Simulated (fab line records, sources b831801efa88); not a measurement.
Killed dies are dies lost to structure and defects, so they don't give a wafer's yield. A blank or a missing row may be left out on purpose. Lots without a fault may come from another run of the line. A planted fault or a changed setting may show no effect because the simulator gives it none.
fab line records | flow sfq_line
record lots=6 wafers=18 last_day=80
route steps=325 shown I4@167 JJ@178 M5@198 M8@325
lots that met no fault: from a run of the same line without faults
start_h: hours from the record's first day to the start of the lot's first wafer shown | wait_h: hours since the lot's step before | " the same as in the row above | L1.1+2: a row that stands for several wafers | - no value, or no start given | * or withheld: withheld | < > ~ a bound
route shown NAME@n: a module of which the file shows steps, and the number in the route of the first | usual: mean/standard deviation of fault-free wafers | same: alike in all rows | chamber/n: place in a boat | sites: the reading at each site | _std_site: their standard deviation | _edge_site: outer sites' mean less inner sites' | radius_mm: how far each site lies from the wafer's centre | mask NAME#n: copy n | behind: the tool/chamber that last shaped the wafer | hold: why the lot was held/for how many hours/how that ended | device: the transistor (n, p or np) that didn't switch | end of line: the same wafers' tests at the end of the route | a step without rows: its recipe alone | killed: dies lost to structure and defects at the first sort, not the wafer's yield | map: a wafer's dies, x killed, . not, _ none there
set.NAME: the setting as run; set.NAME@STEP: as run at that earlier step | model.NAME: the simulator's own value behind a step, which no gauge read
lots at some steps of the route; a table a step, a row a wafer
services: from which hour (start_h, from the record's first day; less than 0 if before it) a tool's chamber was out of use, for how many hours, and why
## steps
# step SFQ_TRILAYER_I4_VIA_LITHO_COAT_108
# recipe resist=BARC spin_rpm=3000 resist_thk_nm=62
# step SFQ_TRILAYER_I4_VIA_LITHO_COAT_103
# recipe resist=KrF spin_rpm=3000 resist_thk_nm=650
# step SFQ_TRILAYER_I4_VIA_LITHO_SOFTBAKE_107
# recipe temp_c=withheld time_s=withheld resist=KrF
# step SFQ_TRILAYER_I4_VIA_LITHO_EXPOSE_104
# recipe mask_id=I4 na=0.6 source_shape=conventional sigma_outer=0.65 target_cd_nm=700 dose_mj=21.3
# step SFQ_TRILAYER_I4_VIA_LITHO_PEB_106
# recipe peb_temp_c=115 peb_time_s=60 resist=KrF
# step SFQ_TRILAYER_I4_VIA_LITHO_DEVELOP_105
# recipe time_s=60 resist=KrF
# step SFQ_I4_OVL_MEAS_928
# usual I4_OVL=-1/4.8
# columns lot.wafer tool chamber start_h wait_h I4_OVL[nm]
L735.2 overlay-02 - 966.33 0.1 -5
L735.3 " - " " -13
L735.4 " - " " -3
L738.1 overlay-01 - 1015.06 0.1 -10
L738.2 " - " " -6
L738.3 " - " " -5
L746.2 overlay-02 - 1061.87 0.1 0
L746.5 " - " " -3
L746.6 " - " " 4
L753.1 overlay-01 - 1139.32 0.1 4
L753.4 " - " " -5
L753.6 " - " " -4
L754.1 overlay-01 - 1145.32 0.1 -1
L754.3 " - " " -15
L754.6 " - " " 1
L755.3 overlay-02 - 1152.53 0.1 9
L755.4 " - " " -2
L755.5 " - " " -1
# step SFQ_TRILAYER_I4_VIA_BARC_OPEN_VIA_ETCH_146
# recipe mask_material=PR chemistry=O2 target_depth_nm=125 target=BARC source_w=500 bias_w=80 pressure_mtorr=30 time_s=41.7
# usual bias_w=79.98/0.23 drypump_motor_current_A=5.6/0.38 oes_product_au=0.685/0.005
# columns lot.wafer tool chamber start_h wait_h bias_w drypump_motor_current_A oes_product_au rf_hours_counter_h
L735.2 rie_diel-03 2 966.36 0.0 80.07 5.7 0.682 22
L735.3 " 0 " " 79.92 4.8 0.676 12
L735.4 " 1 " " 80.27 5.4 0.683 13
L738.1 rie_diel-01 3 1015.10 0.0 80.22 6.2 0.700 19
L738.2 " 0 " " 79.99 5.6 0.675 19
L738.3 " 1 " " 80.09 5.8 0.682 3
L746.2 rie_diel-03 0 1061.90 0.0 79.77 4.8 0.686 14
L746.5 " 0 " " 79.97 4.8 0.691 -
L746.6 " 1 " " 79.90 5.4 0.682 -
L753.1 rie_diel-02 1 1139.36 0.0 80.03 5.4 0.689 17
L753.4 " 0 " " 80.31 6.0 0.683 24
L753.6 " 0 " " 80.04 6.1 0.692 -
L754.1 rie_diel-03 0 1145.36 0.0 80.31 4.8 0.687 15
L754.3 " 1 " " 79.89 5.5 0.676 16
L754.6 " 3 " " 79.85 5.9 0.690 -
L755.3 rie_diel-02 2 1152.56 0.0 80.09 5.8 0.687 11
L755.4 " 3 " " 80.12 5.8 0.688 3
L755.5 " 3 " " 80.18 5.8 0.683 -
# step SFQ_TRILAYER_I4_VIA_ETCH_VIA_ETCH_106
# recipe target=SiO2 stop_on=Nb mask_material=PR taper_deg=20 chemistry=CHF3 target_depth_nm=260 source_w=500 bias_w=80 pressure_mtorr=30 time_s=withheld
# step SFQ_TRILAYER_I4_VIA_STRIP_STRIP_107
# recipe gas=O2 power_w=200 platen_temp_c=40 overash_fraction=0.65 chemistry=O2 pressure_mtorr=50
# step SFQ_TRILAYER_I4_VIA_STRIP_SOLV_CLEAN_108
# recipe chemistry=NMP temp_c=70 time_s=600
# step SFQ_TRILAYER_JJ_TRILAYER_DEP_PRE_CLEAN_113
# recipe gas=Ar time_s=22.5 bias_v=250
# step SFQ_TRILAYER_JJ_TRILAYER_DEP_SPUTTER_109
# recipe material=Nb base_pressure_pa=1.33e-06 chamber_pressure_pa=0.1333 substrate_temp_c=20 target_thk_nm=150 power_w=2000 time_s=100
# usual throttle_valve_pct=30.2/1.1
# columns lot.wafer tool chamber start_h wait_h throttle_valve_pct model.Nb_of_TRILAYER_JJ_TRILAYER_DEP_SPUTTER_109.thk_nm
L735.2 pvd_sputter-03 - 967.52 0.0 30.8 151.4
L735.3 " - " " 30.0 150.2
L735.4 " - " " 31.3 151.2
L738.1 pvd_sputter-06 - 1016.06 0.0 30.9 149.9
L738.2 " - " " 27.9 149.1
L738.3 " - " " 28.9 153.2
L746.2 pvd_sputter-04 - 1063.46 0.0 30.1 150.6
L746.5 " - " " 30.2 150.1
L746.6 " - " " 31.3 150
L753.1 pvd_sputter-04 - 1140.51 0.0 31.2 162.9
L753.4 " - " " 31.2 162.7
L753.6 " - " " 31.3 163.8
L754.1 pvd_sputter-03 - 1146.31 0.0 30.7 150.3
L754.3 " - " " 31.1 150.8
L754.6 " - " " 28.8 150.7
L755.3 pvd_sputter-04 - 1153.51 0.0 30.7 158.4
L755.4 " - " " 31.4 163.8
L755.5 " - " " 31.3 162.9
# step SFQ_TRILAYER_JJ_TRILAYER_DEP_SPUTTER_110
# recipe material=Al base_pressure_pa=1.33e-06 target_thk_nm=8 power_w=500 time_s=10 chamber_pressure_pa=0.4
# usual throttle_valve_pct=30.2/1.1
# columns lot.wafer tool chamber start_h wait_h throttle_valve_pct
L735.2 pvd_sputter-03 - 967.59 0.0 30.6
L735.3 " - " " 29.7
L735.4 " - " " 31.0
L738.1 pvd_sputter-06 - 1016.13 0.0 30.8
L738.2 " - " " 28.2
L738.3 " - " " 29.3
L746.2 pvd_sputter-04 - 1063.53 0.0 30.0
L746.5 " - " " 30.2
L746.6 " - " " 31.4
L753.1 pvd_sputter-04 - 1140.59 0.0 31.6
L753.4 " - " " 31.2
L753.6 " - " " 31.3
L754.1 pvd_sputter-03 - 1146.39 0.0 30.5
L754.3 " - " " 31.1
L754.6 " - " " 28.6
L755.3 pvd_sputter-04 - 1153.59 0.0 30.9
L755.4 " - " " 31.6
L755.5 " - " " 31.1
# step SFQ_TRILAYER_JJ_TRILAYER_DEP_AL_OXIDATION_111
# recipe pressure_mbar=0.014667 oxidation_time_s=600 temperature_k=293
# step SFQ_TRILAYER_JJ_TRILAYER_DEP_SPUTTER_112
# recipe material=Nb base_pressure_pa=1.33e-06 chamber_pressure_pa=0.1333 substrate_temp_c=20 target_thk_nm=170 power_w=2000 time_s=113.3
# usual throttle_valve_pct=30.2/1.1
# columns lot.wafer tool chamber start_h wait_h throttle_valve_pct
L735.2 pvd_sputter-03 - 968.61 0.5 30.7
L735.3 " - " " 29.9
L735.4 " - " " 31.5
L738.1 pvd_sputter-06 - 1017.15 0.5 31.1
L738.2 " - " " 28.1
L738.3 " - " " 29.0
L746.2 pvd_sputter-04 - 1064.55 0.5 30.3
L746.5 " - " " 30.2
L746.6 " - " " 31.0
L753.1 pvd_sputter-04 - 1141.61 0.5 31.7
L753.4 " - " " 31.4
L753.6 " - " " 31.3
L754.1 pvd_sputter-03 - 1147.41 0.5 30.7
L754.3 " - " " 31.1
L754.6 " - " " 28.8
L755.3 pvd_sputter-04 - 1154.61 0.5 30.6
L755.4 " - " " 31.6
L755.5 " - " " 31.4
# step SFQ_JJ_RS_MEAS_929
# recipe thk_meas_gauge=four-point-probe reads=Nb_of_TRILAYER_JJ_TRILAYER_DEP_SPUTTER_112
# usual JJ_NB_RS=1.051/0.014
# columns lot.wafer tool chamber start_h wait_h JJ_NB_RS[ohm/sq]
L735.2 film_metro-04 - 968.71 0.1 1.046
L735.3 " - " " 1.063
L735.4 " - " " 1.038
L738.1 film_metro-01 - 1017.23 0.0 1.059
L738.2 " - " " 1.078
L738.3 " - " " 1.066
L746.2 film_metro-01 - 1064.65 0.1 1.046
L746.5 " - " " 1.052
L746.6 " - " " 1.058
L753.1 film_metro-04 - 1141.69 0.0 1.036
L753.4 " - " " 1.050
L753.6 " - " " 1.025
L754.1 film_metro-01 - 1147.49 0.0 1.073
L754.3 " - " " 1.050
L754.6 " - " " 1.071
L755.3 film_metro-02 - 1154.73 0.1 1.028
L755.4 " - " " 1.015
L755.5 " - " " 1.050
# step SFQ_TRILAYER_JJ_CE_LITHO_COAT_119
# recipe resist=BARC spin_rpm=3000 resist_thk_nm=62
# step SFQ_TRILAYER_JJ_CE_LITHO_COAT_114
# recipe resist=KrF spin_rpm=3000 resist_thk_nm=600
# step SFQ_TRILAYER_JJ_CE_LITHO_SOFTBAKE_118
# recipe temp_c=withheld time_s=withheld resist=KrF
# step SFQ_TRILAYER_JJ_CE_LITHO_EXPOSE_115
# recipe mask_id=J5 na=0.6 source_shape=conventional sigma_outer=0.65 target_cd_nm=700 dose_mj=14.4
# step SFQ_TRILAYER_JJ_CE_LITHO_PEB_117
# recipe peb_temp_c=115 peb_time_s=60 resist=KrF
# step SFQ_TRILAYER_JJ_CE_LITHO_DEVELOP_116
# recipe time_s=60 resist=KrF
# step SFQ_JJ_OVL_MEAS_931
# usual J5_OVL=2/6.5
# columns lot.wafer tool chamber start_h wait_h J5_OVL[nm]
L735.2 overlay-01 - 979.69 0.1 0
L735.3 " - " " 7
L735.4 " - " " 4
L738.1 overlay-02 - 1124.67 0.1 -7
L738.2 " - " " -12
L738.3 " - " " -8
L746.2 overlay-02 - 1195.39 0.1 2
L746.5 " - " " -7
L746.6 " - " " -1
L753.1 overlay-02 - 1297.76 0.1 -5
L753.4 " - " " 3
L753.6 " - " " 2
L754.1 overlay-01 - 1305.09 0.1 0
L754.3 " - " " 0
L754.6 " - " " 12
L755.3 overlay-01 - 1307.50 0.1 1
L755.4 " - " " -1
L755.5 " - " " 1
# step SFQ_TRILAYER_JJ_CE_METRO_MEASURE_117
# usual cd_nm=700.3/1.4
# columns lot.wafer tool chamber start_h wait_h cd_nm
L735.2 cd_sem-01 - 979.92 0.2 702.1
L735.3 " - " " 701.2
L735.4 " - " " 701.6
L738.1 cd_sem-01 - 1124.71 0.0 700.6
L738.2 " - " " 700.6
L738.3 " - " " 701.1
L746.2 cd_sem-01 - 1195.62 0.2 700.4
L746.5 " - " " 699.1
L746.6 " - " " 698.9
L753.1 cd_sem-02 - 1297.80 0.0 701.3
L753.4 " - " " 698.6
L753.6 " - " " 700.4
L754.1 cd_sem-01 - 1305.12 0.0 700.5
L754.3 " - " " 700.9
L754.6 " - " " 700.7
L755.3 cd_sem-02 - 1307.92 0.4 698.7
L755.4 " - " " 696.8
L755.5 " - " " 698.2
# step SFQ_TRILAYER_JJ_CE_BARC_OPEN_RIE_150
# recipe mask_material=PR chemistry=O2 target_depth_nm=240 target=BARC icp_w=600 bias_w=80 pressure_mtorr=10 time_s=80
# step SFQ_TRILAYER_JJ_CE_ETCH_RIE_118
# recipe target=Nb stop_on=Al2O3 mask_material=PR taper_deg=13.257 over_etch_frac=0.15 time_s=97.7 chemistry=SF6 target_depth_nm=170 icp_w=600 bias_w=80 pressure_mtorr=10
# step SFQ_TRILAYER_JJ_ANODIZE_ANODIZE_119
# recipe current_density_ma_cm2=withheld end_current_density_ma_cm2=withheld bath_temp_c=withheld
# step SFQ_TRILAYER_JJ_CE_STRIP_STRIP_120
# recipe gas=O2 power_w=200 platen_temp_c=40 overash_fraction=0.65 chemistry=O2 pressure_mtorr=50
# step SFQ_TRILAYER_JJ_CE_STRIP_SOLV_CLEAN_121
# recipe chemistry=NMP temp_c=70 time_s=600
# step SFQ_TRILAYER_M5_LITHO_COAT_128
# recipe resist=BARC spin_rpm=3000 resist_thk_nm=62
# step SFQ_TRILAYER_M5_LITHO_COAT_123
# recipe resist=KrF spin_rpm=3000 resist_thk_nm=600
# step SFQ_TRILAYER_M5_LITHO_SOFTBAKE_127
# recipe temp_c=withheld time_s=withheld resist=KrF
# step SFQ_TRILAYER_M5_LITHO_EXPOSE_124
# recipe mask_id=M5 na=0.6 source_shape=conventional sigma_outer=0.65 target_cd_nm=700 dose_mj=14.4
# step SFQ_TRILAYER_M5_LITHO_PEB_126
# recipe peb_temp_c=115 peb_time_s=60 resist=KrF
# step SFQ_TRILAYER_M5_LITHO_DEVELOP_125
# recipe time_s=60 resist=KrF
# step SFQ_M5_OVL_MEAS_932
# usual M5_OVL=1/5.1
# columns lot.wafer tool chamber start_h wait_h M5_OVL[nm]
L735.2 overlay-02 - 1077.47 0.1 -1
L735.3 " - " " 0
L735.4 " - " " -4
L738.1 overlay-02 - 1129.76 0.1 -1
L738.2 " - " " 6
L738.3 " - " " 1
L746.2 overlay-01 - 1346.82 0.1 5
L746.5 " - " " 4
L746.6 " - " " -5
L753.1 overlay-02 - 1437.36 0.1 -4
L753.4 " - " " 5
L753.6 " - " " 6
L754.1 overlay-01 - 1443.36 0.1 -11
L754.3 " - " " -3
L754.6 " - " " -7
L755.3 overlay-02 - 1444.57 0.1 -9
L755.4 " - " " -8
L755.5 " - " " -3
# step SFQ_TRILAYER_M5_BARC_OPEN_METAL_ETCH_161
# recipe mask_material=PR chemistry=O2 target_depth_nm=125 target=BARC icp_w=600 bias_w=80 pressure_mtorr=10 time_s=41.7
# usual bias_w=80.02/0.2 drypump_motor_current_A=5.5/0.3 oes_product_au=0.686/0.0047
# columns lot.wafer tool chamber start_h wait_h bias_w drypump_motor_current_A oes_product_au rf_hours_counter_h
L735.2 rie_metal-03 1 1077.50 0.0 79.99 5.4 0.697 88
L735.3 " 0 " " 79.91 5.3 0.685 -
L735.4 " 1 " " 80.33 5.4 0.677 -
L738.1 rie_metal-03 0 1129.79 0.0 80.02 5.3 0.687 104
L738.2 " 1 " " 79.88 5.4 0.688 94
L738.3 " 0 " " 80.06 5.3 0.684 -
L746.2 rie_metal-02 1 1346.85 0.0 80.48 5.9 0.696 19
L746.5 " 1 " " 80.36 5.9 0.686 -
L746.6 " 0 " " 80.21 5.7 0.685 -
L753.1 rie_metal-02 1 1437.39 0.0 79.41 6.0 0.681 29
L753.4 " 1 " " 79.88 6.0 0.691 -
L753.6 " 0 " " 80.09 5.8 0.690 -
L754.1 rie_metal-01 1 1443.39 0.0 79.68 5.2 0.693 20
L754.3 " 1 " " 80.36 5.2 0.688 -
L754.6 " 1 " " 79.95 5.2 0.681 -
L755.3 rie_metal-03 0 1444.61 0.0 80.19 5.3 0.688 -
L755.4 " 1 " " 80.08 5.4 0.681 -
L755.5 " 0 " " 80.09 5.3 0.689 -
# step SFQ_TRILAYER_M5_ETCH_METAL_ETCH_126
# recipe target=Nb stop_on=SiO2 mask_material=PR over_etch_frac=0.15 time_s=203.2 chemistry=Cl2/BCl3 target_depth_nm=265 icp_w=600 bias_w=80 pressure_mtorr=10
# usual bias_w=79.96/0.23 drypump_motor_current_A=5.5/0.3 oes_product_au=0.728/0.0063
# columns lot.wafer tool chamber start_h wait_h bias_w drypump_motor_current_A oes_product_au rf_hours_counter_h model.etch.depth_nm model.M5.feature_depth_nm
L735.2 rie_metal-03 1 1077.56 0.0 79.83 5.4 0.730 88 151.4 164
L735.3 " 0 " " 79.98 5.3 0.729 - 150.2 162.5
L735.4 " 1 " " 79.77 5.4 0.730 - 151.2 163.7
L738.1 rie_metal-03 0 1129.85 0.0 79.50 5.3 0.735 104 149.9 162.1
L738.2 " 1 " " 80.08 5.4 0.724 94 149.1 161.9
L738.3 " 0 " " 79.48 5.3 0.742 - 153.2 165.4
L746.2 rie_metal-02 1 1346.91 0.0 80.02 5.9 0.731 19 150.6 163.1
L746.5 " 1 " " 80.56 6.0 0.729 - 150.1 162.7
L746.6 " 0 " " 79.98 5.8 0.734 - 150 162.6
L753.1 rie_metal-02 1 1437.45 0.0 80.16 5.9 0.761 29 162.9 175.5
L753.4 " 1 " " 79.90 5.9 0.757 - 162.7 175.3
L753.6 " 0 " " 80.05 5.7 0.753 - 163.8 176.3
L754.1 rie_metal-01 1 1443.47 0.1 79.70 5.2 0.724 20 150.3 162.9
L754.3 " 1 " " 79.72 5.1 0.733 - 150.8 163.2
L754.6 " 1 " " 79.86 5.1 0.726 - 150.7 163.4
L755.3 rie_metal-03 0 1444.72 0.1 79.42 5.3 0.743 - 158.4 170.5
L755.4 " 1 " " 79.97 5.4 0.764 - 163.8 176.2
L755.5 " 0 " " 79.94 5.3 0.753 - 162.9 174.9
# step SFQ_TRILAYER_M5_STRIP_STRIP_127
# recipe gas=O2 power_w=200 platen_temp_c=40 overash_fraction=0.65 chemistry=O2 pressure_mtorr=50
# step SFQ_TRILAYER_M5_STRIP_SOLV_CLEAN_128
# recipe chemistry=NMP temp_c=70 time_s=600
# step SFQ_M8_BOW_MEAS_951
# recipe mode=bow
# usual M8_BOW=12/12
# columns lot.wafer tool chamber start_h wait_h M8_BOW[um] model.etest.m5.ohm_um model.etest.i4.link_ohm model.etest.m5.ohm_sq model.etest.i5.link_ohm
L735.2 film_metro-01 - 1826.49 0.0 17 1.678 2.163 1.175 2.268
L735.3 " - " " 12 1.691 2.175 1.184 2.264
L735.4 " - " " 12 1.683 2.17 1.177 2.248
L738.1 film_metro-03 - 1844.72 0.0 -4 1.692 2.175 1.187 2.294
L738.2 " - " " -4 1.699 2.196 1.193 2.286
L738.3 " - " " 3 1.654 2.164 1.162 2.24
L746.2 film_metro-03 - 1883.84 0.0 0 1.698 2.161 1.181 2.247
L746.5 " - " " -3 1.705 2.164 1.186 2.266
L746.6 " - " " -5 1.693 2.172 1.186 2.254
L753.1 film_metro-03 - 1903.02 0.0 26 1.566 2.083 1.092 2.141
L753.4 " - " " 10 1.567 2.06 1.094 2.156
L753.6 " - " " 22 1.547 2.049 1.086 2.171
L754.1 film_metro-02 - 1910.22 0.0 19 1.688 2.182 1.183 2.262
L754.3 " - " " 15 1.679 2.172 1.18 2.265
L754.6 " - " " 6 1.682 2.164 1.18 2.28
L755.3 film_metro-03 - 1911.46 0.0 17 1.605 2.107 1.123 2.227
L755.4 " - " " 9 1.546 2.065 1.086 2.18
L755.5 " - " " 11 1.561 2.064 1.092 2.176
## services
# columns tool chamber start_h hours kind
rie_metal-03 1 942.42 2.1 repair
rie_metal-03 - 962.67 28.1 pm
pvd_sputter-04 - 967.92 5.5 repair
pvd_sputter-03 - 1011.59 5.7 repair
cd_sem-01 - 1049.42 0.5 pm
rie_metal-02 0 1059.60 20.6 repair
rie_metal-03 1 1079.16 8.3 repair
cd_sem-01 - 1093.91 3.4 pm
pvd_sputter-04 - 1102.19 5.2 repair
rie_metal-02 1 1103.49 5.7 repair
pvd_sputter-04 - 1121.64 4.6 repair
rie_metal-02 - 1124.02 2.8 pm
cd_sem-01 - 1126.09 0.1 pm
rie_metal-03 - 1134.19 2.8 pm
cd_sem-01 - 1164.56 1.1 pm
rie_metal-03 - 1197.77 1.3 repair
cd_sem-01 - 1230.04 0.3 pm
rie_metal-02 1 1245.18 11.8 repair
pvd_sputter-04 - 1288.55 4.3 repair
pvd_sputter-03 - 1326.75 3.4 repair
rie_metal-03 - 1357.59 0.9 repair
rie_metal-03 - 1391.84 1.2 repair
pvd_sputter-03 - 1397.40 4.8 repair
rie_metal-03 0 1400.56 18.8 repair
## key
first_sign step=SFQ_TRILAYER_M5_ETCH_METAL_ETCH_126 reading=oes_product_au direction=up sigmas=4.2 usual=0.728 struck=0.755
effect none on later readings
model_effect step=SFQ_TRILAYER_JJ_TRILAYER_DEP_SPUTTER_109 value=Nb_of_TRILAYER_JJ_TRILAYER_DEP_SPUTTER_109.thk_nm without=149.8 struck=162.4
model_effect step=SFQ_TRILAYER_M5_ETCH_METAL_ETCH_126 value=etch.depth_nm without=149.8 struck=162.4
model_effect step=SFQ_M8_BOW_MEAS_951 value=etest.m5.ohm_um without=1.697 struck=1.565
met_at SFQ_TRILAYER_JJ_TRILAYER_DEP_SPUTTER_109
struck_wafers L753.1,L753.4,L753.6,L755.3,L755.4,L755.5
onset_between 1063.46 1140.51
also_fits SFQ_TRILAYER_I4_VIA_BARC_OPEN_VIA_ETCH_146:rie_diel-02,SFQ_TRILAYER_JJ_TRILAYER_DEP_SPUTTER_110:pvd_sputter-04,SFQ_TRILAYER_JJ_TRILAYER_DEP_SPUTTER_112:pvd_sputter-04,SFQ_TRILAYER_JJ_CE_METRO_MEASURE_117:cd_sem-02
fault kind=process_parameter_drift tool=pvd_sputter-04 chamber=- onset_h=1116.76 steps=SFQ_TRILAYER_JJ_TRILAYER_DEP_SPUTTER_109 channel=time_s offset=* shape=step end_h=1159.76 acts_in=* stated=*
